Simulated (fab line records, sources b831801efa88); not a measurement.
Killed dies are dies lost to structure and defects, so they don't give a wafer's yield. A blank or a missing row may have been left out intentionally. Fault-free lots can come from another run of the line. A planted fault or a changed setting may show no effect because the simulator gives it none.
Which tool was responsible? | flow sky130 | 12 lots with 36 wafers sampled at 5 steps, on a route of 708 steps

== WHAT THE GAUGES READ, wafer by wafer ==
SKY_LI_CONTACT_THK_MEAS_23: measures by xrf. Usual: LI_CONTACT_W_THK gives 406 nm (standard deviation 5.5).
lot  | measured     | on            | LI_CONTACT_W_THK (nm) | flag
L858 | day 29 12:38 | film_metro-02 | 411 414 408           |
L862 | day 31 01:34 | film_metro-03 | 402 404 400           |
L863 | day 31 01:42 | film_metro-01 | 409 404 401           |
L861 | day 31 01:57 | film_metro-02 | 399 396 403           |
L864 | day 31 08:22 | film_metro-02 | 408 405 409           |
L866 | day 32 04:37 | film_metro-01 | 399 400 397           |
L868 | day 32 17:08 | film_metro-03 | 397 405 398           |
L867 | day 32 17:28 | film_metro-01 | 401 403 406           |
L872 | day 34 15:12 | film_metro-02 | 409 406 413           |
L874 | day 34 21:58 | film_metro-02 | 408 408 407           |
L879 | day 36 04:40 | film_metro-01 | 404 403 398           |
L880 | day 36 09:09 | film_metro-01 | 405 400 400           |

SKY_LOCAL_INTERCONNECT_CD_MEAS_11: the cd target is 170 nm. Usual: cd_nm 169.9 nm, standard deviation 1.7.
lot  | measured     | on        | cd_nm (nm)        | flag
L858 | day 30 16:20 | cd_sem-01 | 168.8 168.6 169.1 |
L862 | day 32 05:58 | cd_sem-02 | 169.9 169.6 170.6 |
L863 | day 32 06:57 | cd_sem-01 | 170.5 170.5 171.5 |
L861 | day 32 06:58 | cd_sem-02 | 167.8 166.3 168.0 |
L864 | day 32 12:25 | cd_sem-02 | 171.0 173.8 172.3 |
L866 | day 33 08:19 | cd_sem-01 | 170.2 170.0 169.2 |
L868 | day 33 20:28 | cd_sem-01 | 169.9 170.8 170.8 |
L867 | day 33 21:25 | cd_sem-01 | 170.5 169.4 169.1 |
L872 | day 35 18:28 | cd_sem-02 | 170.5 170.4 171.2 |
L874 | day 36 00:49 | cd_sem-02 | 166.7 165.9 166.3 |
L879 | day 37 06:50 | cd_sem-02 | 168.2 168.4 169.9 |
L880 | day 37 12:18 | cd_sem-02 | 171.3 172.0 171.1 |

SKY_CONTACT_BOW_MEAS_05. Usual: CONTACT_BOW gives 81 um (standard deviation 7.3).
lot  | measured     | on            | CONTACT_BOW (um) | flag
L858 | day 30 17:46 | film_metro-04 | 80 78 87         |
L862 | day 32 07:20 | film_metro-01 | 86 87 85         |
L863 | day 32 08:22 | film_metro-04 | 89 74 76         |
L861 | day 32 08:27 | film_metro-02 | 81 89 80         |
L864 | day 32 13:48 | film_metro-02 | 92 95 89         |
L866 | day 33 09:42 | film_metro-01 | 87 91 72         |
L868 | day 33 21:50 | film_metro-02 | 81 77 81         |
L867 | day 33 22:52 | film_metro-01 | 69 79 95         |
L872 | day 35 19:53 | film_metro-04 | 84 80 80         |
L874 | day 36 02:14 | film_metro-01 | 74 86 74         |
L879 | day 37 08:26 | film_metro-01 | 82 88 82         |
L880 | day 37 13:44 | film_metro-04 | 86 68 85         |

SKY_CONTACT_CD_MEAS_14: the cd target is 170 nm. Usual: cd_nm 170.1 nm, standard deviation 1.3.
lot  | measured     | on        | cd_nm (nm)                          | flag
L858 | day 31 21:32 | cd_sem-01 | 168.1 168.6 169.7                   |
L862 | day 33 10:08 | cd_sem-01 | 170.9 170.3 170.6                   |
L863 | day 33 11:20 | cd_sem-01 | 167.4 168.5 167.9                   |
L861 | day 33 12:10 | cd_sem-01 | 170.2 170.4 170.0                   |
L864 | day 33 15:47 | cd_sem-02 | 171.2 171.3 172.5                   |
L866 | day 34 13:07 | cd_sem-02 | 168.8 169.4 169.9                   |
L868 | day 35 01:40 | cd_sem-02 | 168.5 167.9 167.9                   |
L867 | day 35 02:20 | cd_sem-02 | 167.6 168.9 169.5                   |
L872 | day 36 21:05 | cd_sem-02 | 170.7 169.5 171.3                   |
L874 | day 37 04:24 | cd_sem-02 | 170.7 170.8 168.9                   |
L879 | day 38 09:27 | cd_sem-02 | 155.8 157.8 156.5 155.9 158.0 156.7 | OFF
L880 | day 38 15:35 | cd_sem-02 | 155.4 157.3 156.8 155.3 157.4 156.8 | OFF

== EACH LOT AND THE TOOL THAT RAN IT (in order: tool; ch and the chambers of the sampled wafers; start) ==
lot  | SKY_CONTACT_EXPOSE_11
L858 | krf_scanner-02 ch 0, day 31 07:50
L862 | krf_scanner-02 ch 0, day 32 20:41
L863 | krf_scanner-01 ch 0, day 32 21:47
L861 | krf_scanner-02 ch 0, day 32 22:38
L864 | krf_scanner-01 ch 0, day 33 03:10
L866 | krf_scanner-02 ch 0, day 33 23:05
L868 | krf_scanner-01 ch 0, day 34 11:48
L867 | krf_scanner-01 ch 0, day 34 12:46
L872 | krf_scanner-01 ch 0, day 36 08:38
L874 | krf_scanner-02 ch 0, day 36 15:18
L879 | krf_scanner-02 ch 0, day 37 21:26
L880 | krf_scanner-02 ch 0, day 38 03:15
- SKY_CONTACT_EXPOSE_11: exposes mask CTM1, target cd 170 nm.

== AS READ BY THE TOOLS THEMSELVES (means over the sampled wafers that have a number; for cases with no such wafer, the mark the record gives instead) ==
SKY_CONTACT_EXPOSE_11. Usual: exposure_dose_mJ_cm2 37.95, standard deviation 0.039; reticle_temp_C 23.01 C, standard deviation 0.11; stage_vel_mm_s 499.98 mm/s, standard deviation 0.3.
lot  | tool           | exposure_dose_mJ_cm2 | reticle_temp_C (C) | stage_vel_mm_s (mm/s) | flag
L858 | krf_scanner-02 | 37.96                | 22.97              | 500.00                |
L862 | krf_scanner-02 | 38.02                | 23.04              | 500.13                |
L863 | krf_scanner-01 | 37.94                | 23.14              | 499.97                |
L861 | krf_scanner-02 | 37.88                | 22.99              | 499.91                |
L864 | krf_scanner-01 | 37.98                | 22.97              | 499.63                |
L866 | krf_scanner-02 | 37.95                | 22.97              | 500.00                |
L868 | krf_scanner-01 | 37.95                | 22.98              | 500.33                |
L867 | krf_scanner-01 | 37.94                | 22.95              | 499.84                |
L872 | krf_scanner-01 | 37.93                | 23.06              | 499.69                |
L874 | krf_scanner-02 | 37.90                | 23.08              | 500.15                |
L879 | krf_scanner-02 | 35.16                | 23.00              | 500.12                | OFF
L880 | krf_scanner-02 | 35.13                | 22.98              | 499.68                | OFF

== THE ANSWER, worked out from the rows above alone ==
Rule: take the mean of a lot's wafers that have a number; if it is more than 3 standard deviations from the usual mean, the lot is off. Also off: a lot with no number at a reading for which 4 or more lots have one. The other lots that the step has rows for count as sound. The gauges are gone through in route order, then the tools' own readings, and for those a lot's mean is taken as printed above. At the first step where some lot is off, the reading lying furthest off is the one used; lots without a number count as furthest.
Off, at SKY_CONTACT_CD_MEAS_14 on cd_nm: L879, L880.
If a tool, at a process step before that reading, ran all the lots that are off and no sound lot after the first of them, it fits. The gauges at SKY_CONTACT_CD_MEAS_14 aren't tried: what is off there is off at SKY_CONTACT_EXPOSE_11 too, on other tools, and a gauge's error can't cause that. One fits: krf_scanner-02 at SKY_CONTACT_EXPOSE_11. Its last sound lot is L874 (day 36 15:18), its first lot that is off L879 (day 37 21:26): a fault that began between those two fits.
On the lots that are off, the tool's own readings at SKY_CONTACT_EXPOSE_11 differ by more than 5 times the standard deviation of the sound lots' means, which bears it out; exposure_dose_mJ_cm2 reads 35.14 there versus 37.95 on the sound lots.

== WHAT THE SIMULATOR HAD PUT IN ==
Process parameters drifting: krf_scanner-02 at SKY_CONTACT_EXPOSE_11, beginning at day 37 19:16. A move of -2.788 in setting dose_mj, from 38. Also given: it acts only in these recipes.
Lots struck among those shown: L879, L880. The same result came from the rule above.
